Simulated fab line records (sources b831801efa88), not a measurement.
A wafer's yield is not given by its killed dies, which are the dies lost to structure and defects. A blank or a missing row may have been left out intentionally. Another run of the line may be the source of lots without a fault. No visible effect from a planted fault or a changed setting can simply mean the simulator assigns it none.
What tool caused it? | flow sky130 | 11 lots with 33 wafers sampled at 5 steps, on a route of 708 steps

== WHAT THE GAUGES READ, wafer by wafer ==
SKY_VIA3_RS_MEAS_22: uses a four-point probe to measure.
lot  | measured     | on            | VIA3_W_RS (ohm/sq)
L516 | day 40 14:55 | film-metro-01 | 0.293 0.286 0.291
L518 | day 40 21:10 | film-metro-04 | 0.294 0.295 0.297
L519 | day 41 13:32 | film-metro-01 | 0.291 0.292 0.292
L521 | day 41 17:32 | film-metro-02 | 0.290 0.289 0.289
L522 | day 42 02:11 | film-metro-04 | 0.290 0.294 0.290
L523 | day 42 10:27 | film-metro-01 | 0.291 0.294 0.290
L525 | day 42 17:34 | film-metro-02 | 0.291 0.289 0.291
L526 | day 43 07:31 | film-metro-01 | 0.296 0.290 0.294
L534 | day 45 01:57 | film-metro-02 | 0.296 0.300 0.296
L535 | day 45 05:44 | film-metro-02 | 0.294 0.300 0.296
L536 | day 45 12:17 | film-metro-04 | 0.290 0.294 0.289

== EACH LOT AND THE TOOL THAT RAN IT (in order: tool; ch and the chambers of the sampled wafers; start) ==
lot  | SKY_METAL3_SPUTTER_00        | SKY_VIA3_COAT_06                  | SKY_VIA3_ETCH_14                   | SKY_VIA3_SPUTTER_20
L516 | pvd-sputter-02, day 37 08:24 | litho-track-02 ch 0, day 40 01:55 | rie-diel-04 ch 2,3, day 40 14:02   | pvd-sputter-03, day 40 14:43
L518 | pvd-sputter-01, day 37 15:54 | litho-track-01 ch 0, day 40 07:46 | rie-diel-04 ch 0,1,2, day 40 20:17 | pvd-sputter-04, day 40 20:58
L519 | pvd-sputter-02, day 38 08:11 | litho-track-01 ch 0, day 41 00:10 | rie-diel-03 ch 2,3, day 41 12:39   | pvd-sputter-03, day 41 13:20
L521 | pvd-sputter-04, day 38 13:37 | litho-track-01 ch 0, day 41 04:43 | rie-diel-04 ch 0,1,2, day 41 16:37 | pvd-sputter-01, day 41 17:20
L522 | pvd-sputter-01, day 38 22:05 | litho-track-01 ch 0, day 41 12:50 | rie-diel-02 ch 0,2, day 42 01:13   | pvd-sputter-01, day 42 01:58
L523 | pvd-sputter-04, day 39 06:40 | litho-track-03 ch 0, day 41 21:13 | rie-diel-03 ch 0,2,3, day 42 09:34 | pvd-sputter-01, day 42 10:16
L525 | pvd-sputter-01, day 39 14:31 | litho-track-02 ch 0, day 42 05:26 | rie-diel-02 ch 0,1, day 42 16:37   | pvd-sputter-04, day 42 17:21
L526 | pvd-sputter-01, day 40 03:53 | litho-track-01 ch 0, day 42 17:43 | rie-diel-03 ch 0,2, day 43 06:36   | pvd-sputter-01, day 43 07:19
L534 | pvd-sputter-01, day 42 00:46 | litho-track-01 ch 0, day 44 13:26 | rie-diel-02 ch 0,1, day 45 01:01   | pvd-sputter-01, day 45 01:43
L535 | pvd-sputter-02, day 42 05:38 | litho-track-02 ch 0, day 44 17:16 | rie-diel-04 ch 0,3, day 45 04:49   | pvd-sputter-01, day 45 05:31
L536 | pvd-sputter-02, day 42 11:34 | litho-track-02 ch 0, day 44 23:34 | rie-diel-03 ch 1,2,3, day 45 11:19 | pvd-sputter-03, day 45 12:05
- SKY_METAL3_SPUTTER_00: material Ti, target thk 15 nm, time 10 s.
- SKY_VIA3_COAT_06: resist thk 60 nm.
- SKY_VIA3_ETCH_14: etches BARC in N2/H2, stops on SiO2, time 45.9 s, target depth 60 nm.
- SKY_VIA3_SPUTTER_20: material TiN, target thk 20 nm, time 80 s.

== THE ANSWER, worked out from the rows above alone ==
Rule: what is usual is taken from the lots themselves. Put in order of their means at a reading, lots are off if they are a third of the lots or fewer, leave a main group of 4 or more, and stand apart from it by a gap of 3 or more times the standard deviation of the main group's means; of several such gaps the widest counts. Not used: any main group whose means are identical at the precision the tables above print for the reading. A lot without any number at a reading at which 4 lots or more have one is off too. Any other lot the step has rows for is counted as sound.
None of the lots is off at any reading shown; this tells nothing.

== WHAT THE SIMULATOR HAD PUT IN ==
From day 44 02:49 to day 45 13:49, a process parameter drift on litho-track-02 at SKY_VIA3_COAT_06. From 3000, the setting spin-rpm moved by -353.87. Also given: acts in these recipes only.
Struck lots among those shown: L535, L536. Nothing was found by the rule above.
